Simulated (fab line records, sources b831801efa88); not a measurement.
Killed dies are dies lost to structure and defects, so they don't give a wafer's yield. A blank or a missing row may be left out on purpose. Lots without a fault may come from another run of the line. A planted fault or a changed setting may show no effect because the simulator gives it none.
One fault seen from 2 desks | flow gf180mcu | each desk has only its own numbers; what lay behind them comes last

THE TOOL OWNER'S DESK: implanter-03
The tool's own readings at GF_DNWELL_IMPLANT_07: means of the sampled wafers that have a number, for each lot that ran on this tool. A lot is out of limits, marked OUT, if its mean lies more than 4 standard deviations from the usual mean; the brackets give that distance.
Columns: A = beam_energy_keV at GF_DNWELL_IMPLANT_07, usual 1500.0
lot  | first seen here | A
L651 | day 3 11:22     | 1500.2
L655 | day 4 02:29     | 1500.3
L656 | day 4 11:28     | 1500.0
L658 | day 4 18:38     | 1500.5
This desk's finding: nothing out of limits on any of the 4 lots.

THE METROLOGY DESK
What the gauges read, lot by lot, whatever tool the lot ran on: means of the sampled wafers that have a number. A lot is out of limits, marked OUT, if its mean lies more than 4 standard deviations from the usual mean; the brackets give that distance.
Columns: A = STI_OXIDATION_02_THK at GF_STI_THK_MEAS_30, usual 10.01 nm; B = DNWELL_TW at GF_DNWELL_TW_MEAS_09, usual 1353; C = NWELL_OVL at GF_NWELL_OVL_MEAS_07, usual 0.9 nm; D = NWELL_TW at GF_NWELL_TW_MEAS_11, usual 1581; E = LVPWELL_OVL at GF_LVPWELL_OVL_MEAS_07, usual 1.1 nm; F = LVPWELL_TW at GF_LVPWELL_TW_MEAS_11, usual 562.5
lot  | first seen here | A     | B    | C    | D    | E    | F
L651 | day 3 00:37     | 9.97  | 1357 | 1.4  | 1579 | -0.2 | 560.2
L655 | day 3 13:33     | 10.09 | 1351 | -0.9 | 1584 | 0.8  | 565.5
L656 | day 3 22:18     | 9.87  | 1350 | -0.7 | 1572 | 0.5  | 562.3
L658 | day 4 05:10     | 9.90  | 1337 | 0.9  | 1584 | 1.3  | 561.8
L669 | day 6 12:55     | 9.85  | 1362 | 2.3  | 1587 | -0.1 | 563.4
L670 | day 6 18:34     | 10.05 | 1369 | 3.0  | 1583 | 2.2  | 562.9
L672 | day 7 09:23     | 9.88  | 1342 | 0.6  | 1584 | 2.6  | 561.7
This desk's finding: nothing out of limits on any of the 7 lots.

PUT TOGETHER
The tool owner's desk saw nothing out of limits.
The metrology desk saw nothing out of limits.

WHAT THE SIMULATOR HAD PUT IN
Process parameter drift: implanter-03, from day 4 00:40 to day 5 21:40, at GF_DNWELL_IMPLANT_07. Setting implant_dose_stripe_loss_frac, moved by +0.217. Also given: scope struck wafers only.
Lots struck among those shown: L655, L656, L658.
